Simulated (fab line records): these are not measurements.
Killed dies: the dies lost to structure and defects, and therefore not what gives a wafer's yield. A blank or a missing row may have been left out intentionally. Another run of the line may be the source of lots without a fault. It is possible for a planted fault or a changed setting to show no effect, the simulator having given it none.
fab line records || flow sky130
[record] {"lots": 4, "wafers": 12, "lastDay": 49}
route steps=708 shown POLY_GATE@229 LDD_N@237 LDD_P@255 LDD_HVN@267 LDD_HVP@288 LDD_LDN@302 SD_P@331 RES_XHIGH@341 PAD_OPEN@708
lots that met no fault: from a run of the same line without faults
startH: start of the lot's first displayed wafer, in hours after the record's first day || waitH: hours elapsed since this lot's preceding step || " as in the row above || L1.1+2: a single row standing in for several wafers || - either no value or no given start || * or withheld: withheld || < > ~ a bound
route shown NAME@n: NAME is a module with steps in the file, n the number in the route of the first one || usual: mean and standard deviation over wafers with no fault || same: alike in all rows || chamber/n: place in a boat || sites: readings site by site || _std_site: standard deviation across them || _edge_site: outer sites' mean less inner sites' || radiusMm: how far each site lies from the wafer's centre || mask NAME#n: copy n || behind: the most recent tool/chamber to have shaped the wafer || hold: cause of the lot's hold/its duration in hours/its outcome || device: the transistor (n, p or np) that didn't switch || end of line: the same wafers' tests at the end of the route || step lacking rows: just its recipe || killed: dies lost to structure and defects at the first sort, not the wafer's yield || map: shows each die of a wafer: x if killed, . if not, _ if none is there
set.NAME: the run value of the setting; set.NAME@STEP: its run value at that earlier step || model.NAME: the simulator's own value behind a step, which no gauge read
lots at selected steps of the route; one table per step, one row per wafer
[[steps]]
[step SKY_POLY_GATE_ETCH_15]
[recipe] {"chemistry": "N2/H2", "target": "BARC", "ionEnergyEv": 200, "sourceW": 500, "biasW": 100, "pressureMtorr": 30, "n2FlowSccm": 100, "h2FlowSccm": 200, "stopOn": "SiO2", "timeS": 118.5, "targetDepthA": 1100}
[step SKY_POLY_GATE_ETCH_16]
[recipe] {"stopOn": "poly-Si", "chemistry": "CH3F/O2", "target": "Si3N4", "sourceW": 400, "biasW": 80, "pressureMtorr": 25, "ch3fFlowSccm": 40, "O2_flow_sccm": 30, "timeS": 147.5, "targetDepthA": 750}
[step SKY_POLY_GATE_ETCH_17]
[recipe] {"targetDepthNm": 180, "stopOn": "SiO2", "overEtchFrac": 0.56667, "chemistry": "HBr/Cl2", "target": "poly-Si", "icpW": 400, "biasW": 100, "pressureMtorr": 10, "HBr_flow_sccm": 150, "Cl2_flow_sccm": 50, "timeS": 70.5}
[step SKY_POLY_GATE_STRIP_18]
[recipe] {"chemistry": "O2/N2", "powerW": 1400, "pressureMtorr": 1500, "platenTempC": "withheld", "o2FlowSccm": 3000, "n2FlowSccm": 300, "overashFraction": 0.5}
[step SKY_POLY_GATE_CLEAN_19]
[recipe] {"chemistry": "SC1/SC2", "mix": "1:4:20", "tempC": 70, "timeS": 150, "dry": "n2Spin"}
[step SKY_POLY_GATE_OXIDATION_20]
[recipe] {"tempC": 850, "ambient": "O2", "stabiliseS": 600, "purgeS": 300, "targetThkA": 40, "oxTimeS": 899}
[step SKY_LDD_N_DEHYDRATE_00]
[recipe] {"tempC": 200, "timeS": 60}
[step SKY_LDD_N_HMDS_01]
[recipe] {"primeTimeS": 60, "primeTempC": 120}
[step SKY_LDD_N_COAT_02]
[recipe] {"resist": "NOVOLAK", "spinRpm": 3000, "resistThkNm": 300}
[usual] {"chillPlateTempC": "23.01/0.11", "dispensePressureKPa": "49.0/1.8"}
{"lot.wafer": "L942.1", "tool": "lithoTrack-02", "chamber": 0, "startH": 431.07, "waitH": 0.1, "chillPlateTempC": 23.11, "dispensePressureKPa": 46.8}
{"lot.wafer": "L942.3", "tool": "lithoTrack-02", "chamber": 0, "startH": 431.07, "waitH": 0.1, "chillPlateTempC": 23.06, "dispensePressureKPa": 46.8}
{"lot.wafer": "L942.4", "tool": "lithoTrack-02", "chamber": 0, "startH": 431.07, "waitH": 0.1, "chillPlateTempC": 23.10, "dispensePressureKPa": 46.7}
{"lot.wafer": "L945.1", "tool": "lithoTrack-01", "chamber": 0, "startH": 477.08, "waitH": 0.1, "chillPlateTempC": 23.00, "dispensePressureKPa": 51.0}
{"lot.wafer": "L945.2", "tool": "lithoTrack-01", "chamber": 0, "startH": 477.08, "waitH": 0.1, "chillPlateTempC": 22.77, "dispensePressureKPa": 51.0}
{"lot.wafer": "L945.4", "tool": "lithoTrack-01", "chamber": 0, "startH": 477.08, "waitH": 0.1, "chillPlateTempC": 22.88, "dispensePressureKPa": 51.0}
{"lot.wafer": "L956.1", "tool": "lithoTrack-01", "chamber": "-", "startH": 554.03, "waitH": 0.1, "chillPlateTempC": "-", "dispensePressureKPa": "-"}
{"lot.wafer": "L956.2", "tool": "lithoTrack-01", "chamber": "-", "startH": 554.03, "waitH": 0.1, "chillPlateTempC": "-", "dispensePressureKPa": "-"}
{"lot.wafer": "L956.4", "tool": "lithoTrack-01", "chamber": "-", "startH": 554.03, "waitH": 0.1, "chillPlateTempC": "-", "dispensePressureKPa": "-"}
{"lot.wafer": "L957.3", "tool": "lithoTrack-02", "chamber": "-", "startH": 560.12, "waitH": 0.1, "chillPlateTempC": "-", "dispensePressureKPa": "-"}
{"lot.wafer": "L957.5", "tool": "lithoTrack-02", "chamber": "-", "startH": 560.12, "waitH": 0.1, "chillPlateTempC": "-", "dispensePressureKPa": "-"}
{"lot.wafer": "L957.6", "tool": "lithoTrack-02", "chamber": "-", "startH": 560.12, "waitH": 0.1, "chillPlateTempC": "-", "dispensePressureKPa": "-"}
[step SKY_LDD_N_SOFTBAKE_03]
[recipe] {"tempC": 90, "timeS": 60, "resist": "NOVOLAK"}
[step SKY_LDD_N_EXPOSE_04]
[recipe] {"maskId": "NTM", "targetCdNm": 840, "na": 0.6, "sourceShape": "conventional", "sigmaOuter": 0.6, "doseMj": 110}
[step SKY_LDD_N_PEB_05]
[recipe] {"tempC": "withheld", "timeS": "*", "resist": "NOVOLAK"}
[step SKY_LDD_N_DEVELOP_06]
[recipe] {"developTimeS": 60, "devTempC": 23}
[step SKY_LDD_N_OVL_MEAS_07]
[usual] {"LDD_N_OVL": "-1.2/1.3"}
{"lot.wafer": "L942.1", "tool": "overlay-01", "chamber": "-", "startH": 446.62, "waitH": 0.1, "LDD_N_OVL[nm]": -2.3}
{"lot.wafer": "L942.3", "tool": "overlay-01", "chamber": "-", "startH": 446.62, "waitH": 0.1, "LDD_N_OVL[nm]": -0.7}
{"lot.wafer": "L942.4", "tool": "overlay-01", "chamber": "-", "startH": 446.62, "waitH": 0.1, "LDD_N_OVL[nm]": -3.0}
{"lot.wafer": "L945.1", "tool": "overlay-02", "chamber": "-", "startH": 492.96, "waitH": 0.1, "LDD_N_OVL[nm]": 0.0}
{"lot.wafer": "L945.2", "tool": "overlay-02", "chamber": "-", "startH": 492.96, "waitH": 0.1, "LDD_N_OVL[nm]": -0.1}
{"lot.wafer": "L945.4", "tool": "overlay-02", "chamber": "-", "startH": 492.96, "waitH": 0.1, "LDD_N_OVL[nm]": -0.4}
{"lot.wafer": "L956.1", "tool": "overlay-01", "chamber": "-", "startH": 567.61, "waitH": 0.1, "LDD_N_OVL[nm]": "-"}
{"lot.wafer": "L956.2", "tool": "overlay-01", "chamber": "-", "startH": 567.61, "waitH": 0.1, "LDD_N_OVL[nm]": "-"}
{"lot.wafer": "L956.4", "tool": "overlay-01", "chamber": "-", "startH": 567.61, "waitH": 0.1, "LDD_N_OVL[nm]": "-"}
{"lot.wafer": "L957.3", "tool": "overlay-02", "chamber": "-", "startH": 575.19, "waitH": 0.1, "LDD_N_OVL[nm]": "-"}
{"lot.wafer": "L957.5", "tool": "overlay-02", "chamber": "-", "startH": 575.19, "waitH": 0.1, "LDD_N_OVL[nm]": "-"}
{"lot.wafer": "L957.6", "tool": "overlay-02", "chamber": "-", "startH": 575.19, "waitH": 0.1, "LDD_N_OVL[nm]": "-"}
[step SKY_LDD_N_IMPLANT_08]
[recipe] {"species": "As", "energyKev": 20, "doseCm2": 7.5e+13, "tiltDeg": "withheld", "rotationDeg": 23}
[step SKY_LDD_N_IMPLANT_09]
[recipe] {"species": "As", "energyKev": 20, "doseCm2": 7.5e+13, "tiltDeg": "withheld", "rotationDeg": 113}
[step SKY_LDD_N_IMPLANT_10]
[recipe] {"species": "As", "energyKev": 20, "doseCm2": 7.5e+13, "tiltDeg": "withheld", "rotationDeg": 203}
[step SKY_LDD_N_IMPLANT_11]
[recipe] {"species": "As", "energyKev": 20, "doseCm2": 7.5e+13, "tiltDeg": "withheld", "rotationDeg": 293}
[step SKY_LDD_N_IMPLANT_12]
[recipe] {"species": "BF2", "energyKev": 50.67, "doseCm2": 5e+12, "tiltDeg": 30, "rotationDeg": 0}
[step SKY_LDD_N_IMPLANT_13]
[recipe] {"species": "BF2", "energyKev": 50, "doseCm2": 5e+12, "tiltDeg": 30, "rotationDeg": 90}
[step SKY_LDD_N_IMPLANT_14]
[recipe] {"species": "BF2", "energyKev": 50, "doseCm2": 5e+12, "tiltDeg": 30, "rotationDeg": 180}
[step SKY_LDD_N_IMPLANT_15]
[recipe] {"species": "BF2", "energyKev": 50, "doseCm2": 5e+12, "tiltDeg": 30, "rotationDeg": 270}
[step SKY_LDD_N_STRIP_16]
[recipe] {"chemistry": "O2/N2", "powerW": 1400, "pressureMtorr": 1500, "platenTempC": "withheld", "o2FlowSccm": 3000, "n2FlowSccm": 300, "overashFraction": 0.5}
[step SKY_LDD_P_DEHYDRATE_00]
[recipe] {"tempC": 200, "timeS": 60}
[step SKY_LDD_P_HMDS_01]
[recipe] {"primeTimeS": 60, "primeTempC": 120}
[step SKY_LDD_P_COAT_02]
[recipe] {"resist": "NOVOLAK", "spinRpm": 3000, "resistThkNm": 1140}
[step SKY_LDD_P_SOFTBAKE_03]
[recipe] {"tempC": 90, "timeS": 60, "resist": "NOVOLAK"}
[step SKY_LDD_P_EXPOSE_04]
[recipe] {"maskId": "PSDM", "na": 0.6, "sourceShape": "conventional", "sigmaOuter": 0.6, "polarization": "unpolarized", "targetCdNm": 380, "doseMj": 138}
[step SKY_LDD_P_PEB_05]
[recipe] {"tempC": "withheld", "timeS": "*", "resist": "NOVOLAK"}
[step SKY_LDD_P_DEVELOP_06]
[recipe] {"resist": "NOVOLAK", "developer": "TMAH", "developTimeS": 60, "devTempC": 23}
[step SKY_LDD_P_IMPLANT_09]
[recipe] {"species": "BF2", "energyKev": 25, "doseCm2": 1e+13, "tiltDeg": "withheld"}
[step SKY_LDD_P_STRIP_10]
[recipe] {"chemistry": "O2/N2", "powerW": 1400, "pressureMtorr": 1500, "platenTempC": "withheld", "o2FlowSccm": 3000, "n2FlowSccm": 300, "overashFraction": 0.5}
[step SKY_LDD_P_TW_MEAS_11]
[usual] {"LDD_P_TW": "639/3.7"}
{"lot.wafer": "L942.1", "tool": "filmMetro-01", "chamber": "-", "startH": 478.86, "waitH": 0.1, "LDD_P_TW": 641}
{"lot.wafer": "L942.3", "tool": "filmMetro-01", "chamber": "-", "startH": 478.86, "waitH": 0.1, "LDD_P_TW": 638}
{"lot.wafer": "L942.4", "tool": "filmMetro-01", "chamber": "-", "startH": 478.86, "waitH": 0.1, "LDD_P_TW": 638}
{"lot.wafer": "L945.1", "tool": "filmMetro-04", "chamber": "-", "startH": 525.24, "waitH": 0.1, "LDD_P_TW": 642}
{"lot.wafer": "L945.2", "tool": "filmMetro-04", "chamber": "-", "startH": 525.24, "waitH": 0.1, "LDD_P_TW": 643}
{"lot.wafer": "L945.4", "tool": "filmMetro-04", "chamber": "-", "startH": 525.24, "waitH": 0.1, "LDD_P_TW": 642}
{"lot.wafer": "L956.1", "tool": "filmMetro-02", "chamber": "-", "startH": 598.61, "waitH": 0.1, "LDD_P_TW": 2613}
{"lot.wafer": "L956.2", "tool": "filmMetro-02", "chamber": "-", "startH": 598.61, "waitH": 0.1, "LDD_P_TW": 2604}
{"lot.wafer": "L956.4", "tool": "filmMetro-02", "chamber": "-", "startH": 598.61, "waitH": 0.1, "LDD_P_TW": 2599}
{"lot.wafer": "L957.3", "tool": "filmMetro-01", "chamber": "-", "startH": 605.03, "waitH": 0.1, "LDD_P_TW": 2594}
{"lot.wafer": "L957.5", "tool": "filmMetro-01", "chamber": "-", "startH": 605.03, "waitH": 0.1, "LDD_P_TW": 2585}
{"lot.wafer": "L957.6", "tool": "filmMetro-01", "chamber": "-", "startH": 605.03, "waitH": 0.1, "LDD_P_TW": 2610}
[step SKY_LDD_HVN_DEHYDRATE_00]
[recipe] {"tempC": 200, "timeS": 60}
[step SKY_LDD_HVN_HMDS_01]
[recipe] {"primeTimeS": 60, "primeTempC": 120}
[step SKY_LDD_HVN_TW_MEAS_10]
[usual] {"LDD_HVN_TW": "1432/8.6"}
{"lot.wafer": "L942.1", "tool": "filmMetro-03", "chamber": "-", "startH": 509.34, "waitH": 0.1, "LDD_HVN_TW": 1430}
{"lot.wafer": "L942.3", "tool": "filmMetro-03", "chamber": "-", "startH": 509.34, "waitH": 0.1, "LDD_HVN_TW": 1421}
{"lot.wafer": "L942.4", "tool": "filmMetro-03", "chamber": "-", "startH": 509.34, "waitH": 0.1, "LDD_HVN_TW": 1426}
{"lot.wafer": "L945.1", "tool": "filmMetro-03", "chamber": "-", "startH": 555.44, "waitH": 0.1, "LDD_HVN_TW": 1426}
{"lot.wafer": "L945.2", "tool": "filmMetro-03", "chamber": "-", "startH": 555.44, "waitH": 0.1, "LDD_HVN_TW": 1422}
{"lot.wafer": "L945.4", "tool": "filmMetro-03", "chamber": "-", "startH": 555.44, "waitH": 0.1, "LDD_HVN_TW": 1425}
{"lot.wafer": "L956.1", "tool": "filmMetro-03", "chamber": "-", "startH": 626.36, "waitH": 0.1, "LDD_HVN_TW": 2691}
{"lot.wafer": "L956.2", "tool": "filmMetro-03", "chamber": "-", "startH": 626.36, "waitH": 0.1, "LDD_HVN_TW": 2684}
{"lot.wafer": "L956.4", "tool": "filmMetro-03", "chamber": "-", "startH": 626.36, "waitH": 0.1, "LDD_HVN_TW": 2696}
{"lot.wafer": "L957.3", "tool": "filmMetro-03", "chamber": "-", "startH": 634.36, "waitH": 0.1, "LDD_HVN_TW": 2698}
{"lot.wafer": "L957.5", "tool": "filmMetro-03", "chamber": "-", "startH": 634.36, "waitH": 0.1, "LDD_HVN_TW": 2680}
{"lot.wafer": "L957.6", "tool": "filmMetro-03", "chamber": "-", "startH": 634.36, "waitH": 0.1, "LDD_HVN_TW": 2688}
[step SKY_LDD_HVP_TW_MEAS_10]
[usual] {"LDD_HVP_TW": "457/3.3"}
{"lot.wafer": "L942.1", "tool": "filmMetro-04", "chamber": "-", "startH": 539.94, "waitH": 0.1, "LDD_HVP_TW": 459}
{"lot.wafer": "L942.3", "tool": "filmMetro-04", "chamber": "-", "startH": 539.94, "waitH": 0.1, "LDD_HVP_TW": 460}
{"lot.wafer": "L942.4", "tool": "filmMetro-04", "chamber": "-", "startH": 539.94, "waitH": 0.1, "LDD_HVP_TW": 461}
{"lot.wafer": "L945.1", "tool": "filmMetro-04", "chamber": "-", "startH": 584.56, "waitH": 0.1, "LDD_HVP_TW": 455}
{"lot.wafer": "L945.2", "tool": "filmMetro-04", "chamber": "-", "startH": 584.56, "waitH": 0.1, "LDD_HVP_TW": 454}
{"lot.wafer": "L945.4", "tool": "filmMetro-04", "chamber": "-", "startH": 584.56, "waitH": 0.1, "LDD_HVP_TW": 453}
{"lot.wafer": "L956.1", "tool": "filmMetro-04", "chamber": "-", "startH": 654.56, "waitH": 0.1, "LDD_HVP_TW": 2601}
{"lot.wafer": "L956.2", "tool": "filmMetro-04", "chamber": "-", "startH": 654.56, "waitH": 0.1, "LDD_HVP_TW": 2602}
{"lot.wafer": "L956.4", "tool": "filmMetro-04", "chamber": "-", "startH": 654.56, "waitH": 0.1, "LDD_HVP_TW": 2592}
{"lot.wafer": "L957.3", "tool": "filmMetro-04", "chamber": "-", "startH": 662.23, "waitH": 0.1, "LDD_HVP_TW": 2575}
{"lot.wafer": "L957.5", "tool": "filmMetro-04", "chamber": "-", "startH": 662.23, "waitH": 0.1, "LDD_HVP_TW": 2598}
{"lot.wafer": "L957.6", "tool": "filmMetro-04", "chamber": "-", "startH": 662.23, "waitH": 0.1, "LDD_HVP_TW": 2585}
[step SKY_LDD_LDN_TW_MEAS_13]
[usual] {"LDD_LDN_TW": "1493/14"}
{"lot.wafer": "L942.1", "tool": "filmMetro-01", "chamber": "-", "startH": 569.91, "waitH": 0.1, "LDD_LDN_TW": 1484}
{"lot.wafer": "L942.3", "tool": "filmMetro-01", "chamber": "-", "startH": 569.91, "waitH": 0.1, "LDD_LDN_TW": 1499}
{"lot.wafer": "L942.4", "tool": "filmMetro-01", "chamber": "-", "startH": 569.91, "waitH": 0.1, "LDD_LDN_TW": 1488}
{"lot.wafer": "L945.1", "tool": "filmMetro-02", "chamber": "-", "startH": 613.79, "waitH": 0.1, "LDD_LDN_TW": 1503}
{"lot.wafer": "L945.2", "tool": "filmMetro-02", "chamber": "-", "startH": 613.79, "waitH": 0.1, "LDD_LDN_TW": 1500}
{"lot.wafer": "L945.4", "tool": "filmMetro-02", "chamber": "-", "startH": 613.79, "waitH": 0.1, "LDD_LDN_TW": 1509}
{"lot.wafer": "L956.1", "tool": "filmMetro-02", "chamber": "-", "startH": 683.36, "waitH": 0.1, "LDD_LDN_TW": 2654}
{"lot.wafer": "L956.2", "tool": "filmMetro-02", "chamber": "-", "startH": 683.36, "waitH": 0.1, "LDD_LDN_TW": 2659}
{"lot.wafer": "L956.4", "tool": "filmMetro-02", "chamber": "-", "startH": 683.36, "waitH": 0.1, "LDD_LDN_TW": 2652}
{"lot.wafer": "L957.3", "tool": "filmMetro-02", "chamber": "-", "startH": 690.58, "waitH": 0.1, "LDD_LDN_TW": 2667}
{"lot.wafer": "L957.5", "tool": "filmMetro-02", "chamber": "-", "startH": 690.58, "waitH": 0.1, "LDD_LDN_TW": 2674}
{"lot.wafer": "L957.6", "tool": "filmMetro-02", "chamber": "-", "startH": 690.58, "waitH": 0.1, "LDD_LDN_TW": 2645}
[step SKY_SD_P_TW_MEAS_11]
[usual] {"SD_P_TW": "2835/19"}
{"lot.wafer": "L942.1", "tool": "filmMetro-03", "chamber": "-", "startH": 628.96, "waitH": 0.1, "SD_P_TW": 2822}
{"lot.wafer": "L942.3", "tool": "filmMetro-03", "chamber": "-", "startH": 628.96, "waitH": 0.1, "SD_P_TW": 2813}
{"lot.wafer": "L942.4", "tool": "filmMetro-03", "chamber": "-", "startH": 628.96, "waitH": 0.1, "SD_P_TW": 2825}
{"lot.wafer": "L945.1", "tool": "filmMetro-03", "chamber": "-", "startH": 673.96, "waitH": 0.1, "SD_P_TW": 2823}
{"lot.wafer": "L945.2", "tool": "filmMetro-03", "chamber": "-", "startH": 673.96, "waitH": 0.1, "SD_P_TW": 2819}
{"lot.wafer": "L945.4", "tool": "filmMetro-03", "chamber": "-", "startH": 673.96, "waitH": 0.1, "SD_P_TW": 2802}
{"lot.wafer": "L956.1", "tool": "filmMetro-01", "chamber": "-", "startH": 742.31, "waitH": 0.1, "SD_P_TW": 3063}
{"lot.wafer": "L956.2", "tool": "filmMetro-01", "chamber": "-", "startH": 742.31, "waitH": 0.1, "SD_P_TW": 3071}
{"lot.wafer": "L956.4", "tool": "filmMetro-01", "chamber": "-", "startH": 742.31, "waitH": 0.1, "SD_P_TW": 3083}
{"lot.wafer": "L957.3", "tool": "filmMetro-04", "chamber": "-", "startH": 749.18, "waitH": 0.1, "SD_P_TW": 3007}
{"lot.wafer": "L957.5", "tool": "filmMetro-04", "chamber": "-", "startH": 749.18, "waitH": 0.1, "SD_P_TW": 3017}
{"lot.wafer": "L957.6", "tool": "filmMetro-04", "chamber": "-", "startH": 749.18, "waitH": 0.1, "SD_P_TW": 3000}
[step SKY_RES_XHIGH_TW_MEAS_09]
[usual] {"RES_XHIGH_TW": "1647/10"}
{"lot.wafer": "L942.1", "tool": "filmMetro-03", "chamber": "-", "startH": 657.36, "waitH": 0.1, "RES_XHIGH_TW": 1633}
{"lot.wafer": "L942.3", "tool": "filmMetro-03", "chamber": "-", "startH": 657.36, "waitH": 0.1, "RES_XHIGH_TW": 1627}
{"lot.wafer": "L942.4", "tool": "filmMetro-03", "chamber": "-", "startH": 657.36, "waitH": 0.1, "RES_XHIGH_TW": 1638}
{"lot.wafer": "L945.1", "tool": "filmMetro-01", "chamber": "-", "startH": 702.08, "waitH": 0.1, "RES_XHIGH_TW": 1655}
{"lot.wafer": "L945.2", "tool": "filmMetro-01", "chamber": "-", "startH": 702.08, "waitH": 0.1, "RES_XHIGH_TW": 1658}
{"lot.wafer": "L945.4", "tool": "filmMetro-01", "chamber": "-", "startH": 702.08, "waitH": 0.1, "RES_XHIGH_TW": 1665}
{"lot.wafer": "L956.1", "tool": "filmMetro-04", "chamber": "-", "startH": 769.57, "waitH": 0.1, "RES_XHIGH_TW": 2676}
{"lot.wafer": "L956.2", "tool": "filmMetro-04", "chamber": "-", "startH": 769.57, "waitH": 0.1, "RES_XHIGH_TW": 2672}
{"lot.wafer": "L956.4", "tool": "filmMetro-04", "chamber": "-", "startH": 769.57, "waitH": 0.1, "RES_XHIGH_TW": 2688}
{"lot.wafer": "L957.3", "tool": "filmMetro-01", "chamber": "-", "startH": 775.79, "waitH": 0.1, "RES_XHIGH_TW": 2712}
{"lot.wafer": "L957.5", "tool": "filmMetro-01", "chamber": "-", "startH": 775.79, "waitH": 0.1, "RES_XHIGH_TW": 2720}
{"lot.wafer": "L957.6", "tool": "filmMetro-01", "chamber": "-", "startH": 775.79, "waitH": 0.1, "RES_XHIGH_TW": 2714}
[step SKY_PAD_OPEN_PROBE_99]
[usual] {"killed_at_M0_to_M3": "44/6.8", "killed_at_M4_up": "3.1/1.8", "killedAtContacts": "25/5.2", "killedAtFrontEnd": "15/4.1", "killedAtOther": "0.3/0.62", "killedDies": "88/9.4", "killedOnRim": "17/3.7", "killedOpen": "48/7.1", "killedShort": "40/6.1"}
[same] {"grossDies": 492, "killedAtBackSide": 0}
{"lot.wafer": "L956.1", "tool": "prober-02", "chamber": "-", "startH": 1183.33, "waitH": 0.1, "killed_at_M0_to_M3": 52, "killed_at_M4_up": 3, "killedAtContacts": 19, "killedAtFrontEnd": 417, "killedAtOther": 1, "killedDies": 492, "killedOnRim": 96, "killedOpen": 38, "killedShort": 51}
{"lot.wafer": "L956.2", "tool": "prober-02", "chamber": "-", "startH": 1183.38, "waitH": 0.1, "killed_at_M0_to_M3": 41, "killed_at_M4_up": 4, "killedAtContacts": 33, "killedAtFrontEnd": 413, "killedAtOther": 1, "killedDies": 492, "killedOnRim": 96, "killedOpen": 50, "killedShort": 40}
{"lot.wafer": "L956.4", "tool": "prober-02", "chamber": "-", "startH": 1183.48, "waitH": 0.2, "killed_at_M0_to_M3": 43, "killed_at_M4_up": 3, "killedAtContacts": 20, "killedAtFrontEnd": 426, "killedAtOther": 0, "killedDies": 492, "killedOnRim": 96, "killedOpen": 44, "killedShort": 35}
{"lot.wafer": "L957.3", "tool": "prober-02", "chamber": "-", "startH": 1186.08, "waitH": 0.2, "killed_at_M0_to_M3": 40, "killed_at_M4_up": 3, "killedAtContacts": 20, "killedAtFrontEnd": 429, "killedAtOther": 0, "killedDies": 492, "killedOnRim": 96, "killedOpen": 37, "killedShort": 41}
{"lot.wafer": "L957.5", "tool": "prober-02", "chamber": "-", "startH": 1186.18, "waitH": 0.2, "killed_at_M0_to_M3": 36, "killed_at_M4_up": 6, "killedAtContacts": 17, "killedAtFrontEnd": 433, "killedAtOther": 0, "killedDies": 492, "killedOnRim": 96, "killedOpen": 38, "killedShort": 43}
{"lot.wafer": "L957.6", "tool": "prober-02", "chamber": "-", "startH": 1186.23, "waitH": 0.2, "killed_at_M0_to_M3": 49, "killed_at_M4_up": 3, "killedAtContacts": 20, "killedAtFrontEnd": 420, "killedAtOther": 0, "killedDies": 492, "killedOnRim": 96, "killedOpen": 52, "killedShort": 35}
// killed by level:class
L956.1 LDD_N:areaExpose=403 VIA2:geometricParticle:short=10 VIA2:geometricParticle:open=10 METAL1:geometricParticle:short=7 VIA1:geometricParticle:open=7 VIA3:geometricParticle:open=6 LOCAL_INTERCONNECT:geometricParticle:short=5 CONTACT:geometricParticle:short=5
L956.2 LDD_N:areaExpose=402 VIA1:geometricParticle:open=13 CONTACT:geometricParticle:open=8 LI_CONTACT:geometricParticle:open=8 VIA1:geometricParticle:short=7 LOCAL_INTERCONNECT:geometricParticle:short=6 VIA2:geometricParticle:open=6 CONTACT:geometricParticle:short=5
L956.4 LDD_N:areaExpose=413 VIA1:geometricParticle:open=11 LOCAL_INTERCONNECT:geometricParticle:short=7 LI_CONTACT:geometricParticle:open=6 METAL2:geometricParticle:short=6 VIA2:geometricParticle:open=6 VIA3:geometricParticle:open=5 CONTACT:geometricParticle:open=4
L957.3 LDD_N:areaExpose=413 VIA1:geometricParticle:open=9 SPACER:geometricParticle:short=6 LOCAL_INTERCONNECT:geometricParticle:short=6 METAL2:geometricParticle:short=5 CONTACT:geometricParticle:open=5 VIA1:geometricParticle:short=5 VIA3:geometricParticle:short=5
L957.5 LDD_N:areaExpose=411 FIELD_ISO:geometricParticle:open=9 VIA3:geometricParticle:open=9 CONTACT:geometricParticle:open=6 METAL1:geometricParticle:short=6 FIELD_ISO:geometricParticle:short=5 LOCAL_INTERCONNECT:geometricParticle:short=5 METAL4:geometricParticle:short=5
L957.6 LDD_N:areaExpose=405 VIA1:geometricParticle:open=12 VIA2:geometricParticle:open=9 METAL1:geometricParticle:short=8 CONTACT:geometricParticle:open=7 LI_CONTACT:geometricParticle:open=5 METAL2:geometricParticle:short=5 VIA3:geometricParticle:open=5
// map L956.1 (x killed, . not)
__________xxxxxxxxxx_________
________xxxxxxxxxxxxxx_______
______xxxxxxxxxxxxxxxxxx_____
_____xxxxxxxxxxxxxxxxxxxx____
____xxxxxxxxxxxxxxxxxxxxxx___
___xxxxxxxxxxxxxxxxxxxxxxxx__
__xxxxxxxxxxxxxxxxxxxxxxxxxx_
_xxxxxxxxxxxxxxxxxxxxxxxxxxxx
_xxxxxxxxxxxxxxxxxxxxxxxxxxxx
_xxxxxxxxxxxxxxxxxxxxxxxxxxxx
_xxxxxxxxxxxxxxxxxxxxxxxxxxxx
_xxxxxxxxxxxxxxxxxxxxxxxxxxxx
_xxxxxxxxxxxxxxxxxxxxxxxxxxxx
_xxxxxxxxxxxxxxxxxxxxxxxxxxxx
_xxxxxxxxxxxxxxxxxxxxxxxxxxxx
__xxxxxxxxxxxxxxxxxxxxxxxxxx_
___xxxxxxxxxxxxxxxxxxxxxxxx__
____xxxxxxxxxxxxxxxxxxxxxx___
_____xxxxxxxxxxxxxxxxxxxx____
______xxxxxxxxxxxxxxxxxx_____
________xxxxxxxxxxxxxx_______
__________xxxxxxxxxx_________
// map L957.3 (x killed, . not)
__________xxxxxxxxxx_________
________xxxxxxxxxxxxxx_______
______xxxxxxxxxxxxxxxxxx_____
_____xxxxxxxxxxxxxxxxxxxx____
____xxxxxxxxxxxxxxxxxxxxxx___
___xxxxxxxxxxxxxxxxxxxxxxxx__
__xxxxxxxxxxxxxxxxxxxxxxxxxx_
_xxxxxxxxxxxxxxxxxxxxxxxxxxxx
_xxxxxxxxxxxxxxxxxxxxxxxxxxxx
_xxxxxxxxxxxxxxxxxxxxxxxxxxxx
_xxxxxxxxxxxxxxxxxxxxxxxxxxxx
_xxxxxxxxxxxxxxxxxxxxxxxxxxxx
_xxxxxxxxxxxxxxxxxxxxxxxxxxxx
_xxxxxxxxxxxxxxxxxxxxxxxxxxxx
_xxxxxxxxxxxxxxxxxxxxxxxxxxxx
__xxxxxxxxxxxxxxxxxxxxxxxxxx_
___xxxxxxxxxxxxxxxxxxxxxxxx__
____xxxxxxxxxxxxxxxxxxxxxx___
_____xxxxxxxxxxxxxxxxxxxx____
______xxxxxxxxxxxxxxxxxx_____
________xxxxxxxxxxxxxx_______
__________xxxxxxxxxx_________
[[key]]
[firstSign] {"step": "SKY_LDD_N_COAT_02", "reading": "toolRecord", "direction": "missing"}
[effect] {"step": "SKY_LDD_N_OVL_MEAS_07", "reading": "LDD_N_OVL", "direction": "missing"}
[effect] {"step": "SKY_LDD_P_TW_MEAS_11", "reading": "LDD_P_TW", "direction": "up", "sigmas": "99+", "usual": 639, "struck": 2601}
[effect] {"step": "SKY_LDD_HVN_TW_MEAS_10", "reading": "LDD_HVN_TW", "direction": "up", "sigmas": "99+", "usual": 1432, "struck": 2689}
[effect] {"step": "SKY_LDD_HVP_TW_MEAS_10", "reading": "LDD_HVP_TW", "direction": "up", "sigmas": "99+", "usual": 457, "struck": 2592}
[effect] {"step": "SKY_LDD_LDN_TW_MEAS_13", "reading": "LDD_LDN_TW", "direction": "up", "sigmas": 85, "usual": 1493, "struck": 2658}
[effect] {"step": "SKY_SD_P_TW_MEAS_11", "reading": "SD_P_TW", "direction": "up", "sigmas": 11, "usual": 2835, "struck": 3040}
[effect] {"step": "SKY_RES_XHIGH_TW_MEAS_09", "reading": "RES_XHIGH_TW", "direction": "up", "sigmas": "99+", "usual": 1647, "struck": 2697}
[effect] {"step": "SKY_PAD_OPEN_PROBE_99", "reading": "killedAtFrontEnd", "direction": "up", "sigmas": "99+", "usual": 15, "struck": 423}
[moreKillsBornAt] {"SKY_LDD_N_EXPOSE_04@ilineStepper-01": 2447}
metAt SKY_LDD_N_COAT_02
struckWafers L956.1,L956.2,L956.4,L957.3,L957.5,L957.6
testerLeftOut L956,L957
onsetBetween 477.08 554.03
[fault] {"kind": "skippedStepWhole", "tool": "lithoTrack-01,lithoTrack-02", "chamber": "-", "onsetH": 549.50, "steps": "SKY_LDD_N_COAT_02", "scope": "struckLotsOnly"}
// testerLeftOut: of these lots the tester's yield and bins aren't shown, on N5 and GAA mostly nor the transistor test; their killed dies are dies lost to structure and defects alone, not to doping, threshold or leakage, so they don't give the yield
